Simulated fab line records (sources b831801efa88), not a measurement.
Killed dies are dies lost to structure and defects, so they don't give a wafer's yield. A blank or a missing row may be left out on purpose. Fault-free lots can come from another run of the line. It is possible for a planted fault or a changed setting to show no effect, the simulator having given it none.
Chamber matching || flow sky130 || 4 sister chambers for SKY_VIA4_ETCH_12 on rie-diel-04
The step etches SiO2 in C4F8/O2/Ar, stops on TiN, target depth 580 nm. 7 wafers are shown with their chamber, then 9 later ones without.

## WAFERS, EACH WITH ITS CHAMBER
{"wafer": "L081.3", "chamber": 2, "bias-w (W)": 1196, "oes-product-au (a.u.)": 0.927}
{"wafer": "L086.1", "chamber": 1, "bias-w (W)": 1198, "oes-product-au (a.u.)": 0.928}
{"wafer": "L086.2", "chamber": 3, "bias-w (W)": 1201, "oes-product-au (a.u.)": 0.920}
{"wafer": "L086.6", "chamber": 1, "bias-w (W)": 1200, "oes-product-au (a.u.)": 0.926}
{"wafer": "L088.1", "chamber": 0, "bias-w (W)": 1200, "oes-product-au (a.u.)": 0.932}
{"wafer": "L088.5", "chamber": 0, "bias-w (W)": 1203, "oes-product-au (a.u.)": 0.924}
{"wafer": "L088.6", "chamber": 3, "bias-w (W)": 1200, "oes-product-au (a.u.)": 0.931}

## WAFERS WHOSE CHAMBER IS MISSING
{"wafer": "L090.4", "bias-w (W)": 1196, "oes-product-au (a.u.)": 0.921}
{"wafer": "L090.5", "bias-w (W)": 1195, "oes-product-au (a.u.)": 0.926}
{"wafer": "L090.6", "bias-w (W)": 1197, "oes-product-au (a.u.)": 0.928}
{"wafer": "L089.2", "bias-w (W)": 1191, "oes-product-au (a.u.)": 0.927}
{"wafer": "L089.4", "bias-w (W)": 1193, "oes-product-au (a.u.)": 0.923}
{"wafer": "L089.5", "bias-w (W)": 1199, "oes-product-au (a.u.)": 0.921}
{"wafer": "L097.1", "bias-w (W)": 1200, "oes-product-au (a.u.)": 0.924}
{"wafer": "L097.2", "bias-w (W)": 1197, "oes-product-au (a.u.)": 0.926}
{"wafer": "L097.5", "bias-w (W)": 1198, "oes-product-au (a.u.)": 0.925}

## CHAMBER TAKEN BY EACH
{"wafer": "L090.4", "from the rows above": "can't be placed: 2 or 1 or 3", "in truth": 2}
{"wafer": "L090.5", "from the rows above": "can't be placed: 2 or 1", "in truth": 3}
{"wafer": "L090.6", "from the rows above": "can't be placed: 2 or 1 or 3", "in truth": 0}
{"wafer": "L089.2", "from the rows above": "can't be placed: 2 or 1", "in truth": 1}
{"wafer": "L089.4", "from the rows above": "can't be placed: 2 or 1", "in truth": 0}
{"wafer": "L089.5", "from the rows above": "can't be placed: 1 or 3 or 0 or 2", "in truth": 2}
{"wafer": "L097.1", "from the rows above": "can't be placed: 3 or 1 or 0", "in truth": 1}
{"wafer": "L097.2", "from the rows above": "can't be placed: 2 or 1 or 3", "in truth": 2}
{"wafer": "L097.5", "from the rows above": "can't be placed: 1 or 2 or 3 or 0", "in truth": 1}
Placed correctly: 0 of 9. From these rows, 9 cannot be placed; in 6 the true chamber is one of the candidates. Wrongly placed: 0.
How it was worked out, from the rows above alone: a wafer's distance from a chamber is the root of the sum, over the readings, of the square of ((its reading less the chamber's mean) divided by the reading's scatter). If the next closest chamber is less than 2 further off than the closest, the wafer can't be placed; otherwise it belongs to the closest. Each chamber's mean is taken over the wafers shown for it. The scatter: take each reading less its chamber's mean, square it, sum over the shown wafers, divide by the number of wafers less the number of chambers, and take the root.
